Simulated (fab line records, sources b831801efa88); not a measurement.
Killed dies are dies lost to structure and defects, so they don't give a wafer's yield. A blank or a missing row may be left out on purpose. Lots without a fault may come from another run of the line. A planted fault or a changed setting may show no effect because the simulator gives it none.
fab line records | flow sky130
record lots=14 wafers=42 last_day=50
route steps=708 shown SONOS_ONO@171 GATE_OXIDE@198 RES_PROTECT@215 POLY_GATE@227 PAD_OPEN@708
lots that met no fault: from a run of the same line without faults
start_h: hours from the record's first day to the start of the lot's first wafer shown | wait_h: hours since the lot's step before | " the same as in the row above | L1.1+2: a row that stands for several wafers | - no value, or no start given | * or withheld: withheld | < > ~ a bound
route shown NAME@n: a module of which the file shows steps, and the number in the route of the first | usual: mean/standard deviation of fault-free wafers | same: alike in all rows | chamber/n: place in a boat | sites: the reading at each site | _std_site: their standard deviation | _edge_site: outer sites' mean less inner sites' | radius_mm: how far each site lies from the wafer's centre | mask NAME#n: copy n | behind: the tool/chamber that last shaped the wafer | hold: why the lot was held/for how many hours/how that ended | device: the transistor (n, p or np) that didn't switch | end of line: the same wafers' tests at the end of the route | a step without rows: its recipe alone | killed: dies lost to structure and defects at the first sort, not the wafer's yield | map: a wafer's dies, x killed, . not, _ none there
set.NAME: the setting as run; set.NAME@STEP: as run at that earlier step | model.NAME: the simulator's own value behind a step, which no gauge read
steps of the route over a sample of lots; a table a step, a row a wafer
services: from which hour (start_h, from the record's first day; less than 0 if before it) a tool's chamber was out of use, for how many hours, and why
## steps
# step SKY_SONOS_ONO_THK_MEAS_03
# recipe reads=Si3N4_of_SONOS_ONO_CVD_02
# usual SONOS_ONO_CVD_02_THK=10.48/0.12
# columns lot.wafer tool chamber start_h wait_h SONOS_ONO_CVD_02_THK[nm]
L281.2 film_metro-01 - 254.54 0.0 10.26
L281.3 " - " " 10.29
L281.6 " - " " 10.11
L282.1 film_metro-02 - 266.23 0.0 10.60
L282.4 " - " " 10.55
L282.6 " - " " 10.55
L283.4 film_metro-03 - 274.28 0.0 10.34
L283.5 " - " " 10.40
L283.6 " - " " 10.41
L284.1 film_metro-03 - 279.65 0.0 10.62
L284.5 " - " " 10.46
L284.6 " - " " 10.60
L285.1 film_metro-01 - 291.35 0.0 10.30
L285.4 " - " " 10.30
L285.6 " - " " 10.43
L287.2 film_metro-03 - 302.99 0.0 10.55
L287.3 " - " " 10.48
L287.6 " - " " 10.51
L289.2 film_metro-03 - 324.08 0.0 10.49
L289.3 " - " " 10.35
L289.5 " - " " 10.41
L290.1 film_metro-02 - 336.13 0.0 10.31
L290.3 " - " " 10.18
L290.5 " - " " 10.32
L294.3 film_metro-01 - 363.58 0.0 10.65
L294.5 " - " " 10.66
L294.6 " - " " 10.58
L296.1 film_metro-01 - 375.73 0.0 10.43
L296.2 " - " " 10.50
L296.4 " - " " 10.54
L297.2 film_metro-02 - 385.62 0.0 10.58
L297.3 " - " " 10.53
L297.5 " - " " 10.63
L298.2 film_metro-01 - 389.84 0.0 10.35
L298.3 " - " " 10.47
L298.6 " - " " 10.42
L299.4 film_metro-03 - 399.56 0.0 10.41
L299.5 " - " " 10.37
L299.6 " - " " 10.33
L302.3 film_metro-02 - 427.88 0.0 10.60
L302.4 " - " " 10.48
L302.6 " - " " 10.57
# step SKY_GATE_OXIDE_IMPLANT_11
# recipe species=B energy_kev=10 dose_cm2=2.6e+12 tilt_deg=withheld
# columns lot.wafer tool chamber start_h wait_h
L281.2+3+6 implanter-02 0 310.07 0.0
L282.1+4+6 implanter-02 0 319.79 0.0
L283.4+5+6 implanter-02 0 327.72 0.1
L284.1+5+6 implanter-04 0 335.19 0.0
L285.1+4+6 implanter-04 0 346.99 0.0
L287.2+3+6 implanter-04 0 359.62 0.0
L289.2+3+5 implanter-03 0 381.27 0.0
L290.1+3+5 implanter-04 0 396.69 0.0
L294.3+5+6 implanter-04 0 424.94 0.1
L296.1+2+4 implanter-03 0 440.02 0.0
L297.2+3+5 implanter-04 0 448.62 0.0
L298.2+3+6 implanter-04 0 454.19 0.0
L299.4+5+6 implanter-04 0 464.54 0.1
L302.3+4+6 implanter-02 0 493.17 0.1
# step SKY_GATE_OXIDE_TW_MEAS_14
# usual GATE_OXIDE_TW=222.0/0.96
# columns lot.wafer tool chamber start_h wait_h GATE_OXIDE_TW
L281.2 film_metro-01 - 310.40 0.1 222.0
L281.3 " - " " 222.4
L281.6 " - " " 221.4
L282.1 film_metro-04 - 320.17 0.1 223.0
L282.4 " - " " 222.1
L282.6 " - " " 222.6
L283.4 film_metro-01 - 328.09 0.1 220.3
L283.5 " - " " 221.9
L283.6 " - " " 220.3
L284.1 film_metro-03 - 335.54 0.1 222.0
L284.5 " - " " 222.4
L284.6 " - " " 223.3
L285.1 film_metro-04 - 347.34 0.1 222.5
L285.4 " - " " 222.8
L285.6 " - " " 222.3
L287.2 film_metro-04 - 359.95 0.1 221.2
L287.3 " - " " 221.1
L287.6 " - " " 221.6
L289.2 film_metro-04 - 381.63 0.1 222.3
L289.3 " - " " 221.6
L289.5 " - " " 222.8
L290.1 film_metro-03 - 397.04 0.1 222.7
L290.3 " - " " 221.7
L290.5 " - " " 222.6
L294.3 film_metro-03 - 425.27 0.1 222.3
L294.5 " - " " 223.1
L294.6 " - " " 222.4
L296.1 film_metro-03 - 440.37 0.1 219.5
L296.2 " - " " 220.6
L296.4 " - " " 220.9
L297.2 film_metro-01 - 448.96 0.1 223.0
L297.3 " - " " 221.7
L297.5 " - " " 222.5
L298.2 film_metro-01 - 454.53 0.1 219.1
L298.3 " - " " 218.9
L298.6 " - " " 219.9
L299.4 film_metro-04 - 464.85 0.1 218.9
L299.5 " - " " 219.7
L299.6 " - " " 219.5
L302.3 film_metro-03 - 493.50 0.1 224.9
L302.4 " - " " 224.6
L302.6 " - " " 223.5
# step SKY_RES_PROTECT_TW_MEAS_08
# usual POLY_GATE_TW=4007/21
# columns lot.wafer tool chamber start_h wait_h POLY_GATE_TW
L281.2 film_metro-02 - 339.17 0.1 4037
L281.3 " - " " 4051
L281.6 " - " " 4050
L282.1 film_metro-01 - 350.26 0.1 4018
L282.4 " - " " 4024
L282.6 " - " " 4016
L283.4 film_metro-01 - 359.19 0.1 4015
L283.5 " - " " 4038
L283.6 " - " " 4028
L284.1 film_metro-02 - 366.66 0.1 4001
L284.5 " - " " 4042
L284.6 " - " " 4006
L285.1 film_metro-01 - 377.93 0.1 3998
L285.4 " - " " 3996
L285.6 " - " " 4010
L287.2 film_metro-01 - 391.12 0.1 4011
L287.3 " - " " 3994
L287.6 " - " " 3978
L289.2 film_metro-04 - 416.14 0.1 3988
L289.3 " - " " 3992
L289.5 " - " " 3997
L290.1 film_metro-04 - 430.71 0.1 3969
L290.3 " - " " 3973
L290.5 " - " " 3967
L294.3 film_metro-02 - 460.88 0.1 4007
L294.5 " - " " 3999
L294.6 " - " " 4020
L296.1 film_metro-04 - 473.86 0.1 4006
L296.2 " - " " 4004
L296.4 " - " " 4015
L297.2 film_metro-02 - 489.22 0.1 4035
L297.3 " - " " 4033
L297.5 " - " " 4027
L298.2 film_metro-01 - 489.49 0.1 3984
L298.3 " - " " 3997
L298.6 " - " " 3961
L299.4 film_metro-02 - 499.34 0.1 4032
L299.5 " - " " 4010
L299.6 " - " " 4018
L302.3 film_metro-01 - 526.83 0.1 3993
L302.4 " - " " 4007
L302.6 " - " " 3993
# step SKY_POLY_GATE_CD_MEAS_13
# recipe target_cd_nm=150
# usual cd_nm=149.6/1.6
# columns lot.wafer tool chamber start_h wait_h cd_nm
L281.2 cd_sem-02 - 372.03 - 148.5
L281.3 " - " " 148.5
L281.6 " - " " 148.7
L282.1 cd_sem-01 - 379.41 - 150.4
L282.4 " - " " 150.5
L282.6 " - " " 150.4
L283.4 cd_sem-01 - 389.19 - 150.1
L283.5 " - " " 150.6
L283.6 " - " " 150.8
L284.1 cd_sem-01 - 396.68 - 150.7
L284.5 " - " " 148.7
L284.6 " - " " 148.5
L285.1 cd_sem-02 - 408.98 - 152.2
L285.4 " - " " 149.1
L285.6 " - " " 150.7
L287.2 cd_sem-01 - 423.63 - 150.0
L287.3 " - " " 148.2
L287.6 " - " " 148.4
L289.2 cd_sem-01 - 448.02 - 148.2
L289.3 " - " " 149.3
L289.5 " - " " 149.2
L290.1 cd_sem-02 - 462.36 - 147.3
L290.3 " - " " 147.9
L290.5 " - " " 147.0
L294.3 cd_sem-02 - 493.50 - 150.7
L294.5 " - " " 152.7
L294.6 " - " " 150.1
L296.1 cd_sem-01 - 506.20 - 147.9
L296.2 " - " " 147.2
L296.4 " - " " 147.9
L297.2 cd_sem-01 - 521.62 - 146.6
L297.3 " - " " 146.7
L297.5 " - " " 146.6
L298.2 cd_sem-02 - 521.93 - 148.9
L298.3 " - " " 147.2
L298.6 " - " " 147.6
L299.4 cd_sem-01 - 530.76 - 150.1
L299.5 " - " " 148.0
L299.6 " - " " 149.1
L302.3 cd_sem-01 - 558.29 - 148.8
L302.4 " - " " 148.6
L302.6 " - " " 149.6
# step SKY_PAD_OPEN_PROBE_99
# usual killed_at_M0_to_M3=44/7.2 killed_at_M4_up=2.9/1.8 killed_at_contacts=24/5.6 killed_at_front_end=15/4.2 killed_at_other=0.4/0.71 killed_dies=86/9.2 killed_open=47/7.2 killed_short=39/5.7
# same gross_dies=492 killed_at_back_side=0
# columns lot.wafer tool chamber start_h wait_h killed_at_M0_to_M3 killed_at_M4_up killed_at_contacts killed_at_front_end killed_at_other killed_dies killed_open killed_short
L289.2 prober-02 - 1130.58 0.1 41 4 21 12 0 78 43 35
L289.3 prober-02 - 1130.63 0.2 41 1 26 15 1 84 45 39
L289.5 prober-02 - 1130.73 0.2 44 4 28 9 0 85 46 39
L290.1 prober-01 - 1138.97 0.1 36 1 21 19 0 77 48 29
L290.3 prober-01 - 1139.07 0.2 42 6 37 21 0 106 52 51
L290.5 prober-01 - 1139.17 0.2 35 5 31 14 0 85 49 36
L294.3 prober-01 - 1160.45 0.2 43 3 34 18 0 98 62 36
L294.5 prober-01 - 1160.55 0.2 48 3 21 13 1 86 41 45
L294.6 prober-01 - 1160.60 0.2 45 4 21 16 0 86 51 35
L296.1 prober-01 - 1166.87 0.1 45 3 26 12 0 86 49 37
L296.2 prober-01 - 1166.92 0.1 51 0 46 17 1 115 80 35
L296.4 prober-01 - 1167.02 0.2 55 7 25 15 0 102 54 48
L299.4 prober-02 - 1179.63 0.2 54 3 17 14 0 88 42 45
L299.5 prober-02 - 1179.68 0.2 39 1 24 17 0 81 49 30
L299.6 prober-02 - 1179.73 0.2 54 2 20 9 0 85 49 36
# killed by level:class
L289.2 VIA1:geometric_particle:open=11 CONTACT:geometric_particle:open=8 VIA1:geometric_particle:short=6 POLY_GATE:geometric_particle:short=4 LI_CONTACT:geometric_particle:open=4 VIA3:geometric_particle:open=4 METAL2:geometric_particle:short=4 VIA2:geometric_particle:open=4
L289.3 CONTACT:geometric_particle:open=10 VIA1:geometric_particle:short=8 VIA3:geometric_particle:open=8 VIA1:geometric_particle:open=7 LI_CONTACT:geometric_particle:open=7 FIELD_ISO:geometric_particle:open=5 METAL2:geometric_particle:short=5 METAL1:geometric_particle:short=3
L289.5 VIA1:geometric_particle:open=15 CONTACT:geometric_particle:open=10 LI_CONTACT:geometric_particle:open=8 VIA1:geometric_particle:short=8 CONTACT:geometric_particle:short=7 METAL3:geometric_particle:short=7 FIELD_ISO:geometric_particle:short=3 VIA3:geometric_particle:open=3
L290.1 VIA3:geometric_particle:open=9 CONTACT:geometric_particle:open=9 VIA1:geometric_particle:open=6 VIA2:geometric_particle:open=6 FIELD_ISO:geometric_particle:short=5 FIELD_ISO:geometric_particle:open=5 POLY_GATE:geometric_particle:short=5 LOCAL_INTERCONNECT:geometric_particle:short=4
L290.3 CONTACT:geometric_particle:open=18 CONTACT:geometric_particle:short=8 VIA1:geometric_particle:open=8 LI_CONTACT:geometric_particle:open=6 METAL2:geometric_particle:short=6 VIA3:geometric_particle:open=5 METAL4:geometric_particle:short=5 METAL3:geometric_particle:short=4
L290.5 CONTACT:geometric_particle:open=12 CONTACT:geometric_particle:short=8 VIA2:geometric_particle:open=7 LI_CONTACT:geometric_particle:open=6 VIA3:geometric_particle:open=6 VIA1:geometric_particle:open=6 POLY_GATE:geometric_particle:short=5 METAL1:geometric_particle:short=4
L294.3 LI_CONTACT:geometric_particle:open=14 CONTACT:geometric_particle:open=10 VIA1:geometric_particle:open=10 VIA1:geometric_particle:short=8 VIA2:geometric_particle:open=7 METAL1:geometric_particle:short=5 VIA3:geometric_particle:open=4 FIELD_ISO:geometric_particle:short=4
L294.5 METAL2:geometric_particle:short=8 VIA3:geometric_particle:open=8 VIA2:geometric_particle:open=7 VIA1:geometric_particle:open=6 METAL1:geometric_particle:short=6 POLY_GATE:geometric_particle:short=5 LI_CONTACT:geometric_particle:open=5 LOCAL_INTERCONNECT:geometric_particle:short=5
L294.6 VIA1:geometric_particle:open=12 VIA1:geometric_particle:short=9 VIA3:geometric_particle:open=8 VIA2:geometric_particle:open=7 LI_CONTACT:geometric_particle:open=6 CONTACT:geometric_particle:open=6 FIELD_ISO:geometric_particle:short=4 FIELD_ISO:geometric_particle:open=4
L296.1 VIA1:geometric_particle:open=11 CONTACT:geometric_particle:open=10 METAL1:geometric_particle:short=8 LOCAL_INTERCONNECT:geometric_particle:short=6 CONTACT:geometric_particle:short=5 METAL2:geometric_particle:short=4 LI_CONTACT:geometric_particle:open=4 VIA2:geometric_particle:open=4
L296.2 LI_CONTACT:geometric_particle:open=21 VIA1:geometric_particle:open=17 CONTACT:geometric_particle:open=15 VIA3:geometric_particle:open=8 VIA2:geometric_particle:open=6 LOCAL_INTERCONNECT:geometric_particle:short=5 POLY_GATE:geometric_particle:short=4 METAL2:geometric_particle:short=4
L296.4 VIA1:geometric_particle:open=16 CONTACT:geometric_particle:open=11 FIELD_ISO:geometric_particle:short=7 VIA2:geometric_particle:open=7 VIA1:geometric_particle:short=6 METAL1:geometric_particle:short=6 METAL4:geometric_particle:short=5 LI_CONTACT:geometric_particle:short=4
L299.4 VIA1:geometric_particle:open=14 METAL1:geometric_particle:short=7 VIA3:geometric_particle:open=6 FIELD_ISO:geometric_particle:short=5 CONTACT:geometric_particle:open=5 VIA1:geometric_particle:short=5 VIA2:geometric_particle:short=5 LI_CONTACT:geometric_particle:open=4
L299.5 VIA2:geometric_particle:open=9 CONTACT:geometric_particle:open=8 VIA1:geometric_particle:open=8 FIELD_ISO:geometric_particle:open=7 LI_CONTACT:geometric_particle:open=6 VIA3:geometric_particle:open=6 CONTACT:geometric_particle:short=4 VIA2:geometric_particle:short=4
L299.6 VIA2:geometric_particle:open=11 VIA1:geometric_particle:open=9 LI_CONTACT:geometric_particle:open=8 METAL1:geometric_particle:short=8 VIA3:geometric_particle:open=6 CONTACT:geometric_particle:open=6 METAL2:geometric_particle:short=6 VIA1:geometric_particle:short=6
## services
# columns tool chamber start_h hours kind
implanter-04 - 349.46 3.4 repair
implanter-04 - 400.43 3.6 repair
implanter-03 - 408.66 0.7 repair
implanter-03 - 410.83 1.4 repair
implanter-02 - 452.46 1.7 repair
implanter-02 - 469.14 3.4 repair
implanter-04 - 471.98 1.1 repair
implanter-03 - 481.39 6.9 repair
## key
first_sign step=SKY_GATE_OXIDE_TW_MEAS_14 reading=GATE_OXIDE_TW direction=down sigmas=2.8 usual=222.0 struck=219.3
effect none on later readings
met_at SKY_GATE_OXIDE_IMPLANT_11
struck_lots L298,L299
tester_left_out L298,L299
not_acting_at SKY_SONOS_ONO_THK_MEAS_03,SKY_RES_PROTECT_TW_MEAS_08,SKY_POLY_GATE_CD_MEAS_13
onset_between 448.62 454.19
fault kind=process_parameter_drift tool=implanter-04 chamber=- onset_h=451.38 steps=SKY_GATE_OXIDE_IMPLANT_11 channel=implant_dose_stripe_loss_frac offset=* shape=step end_h=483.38
# tester_left_out: of these lots the tester's yield and bins aren't shown, on N5 and GAA mostly nor the transistor test; their killed dies are dies lost to structure and defects alone, not to doping, threshold or leakage, so they don't give the yield
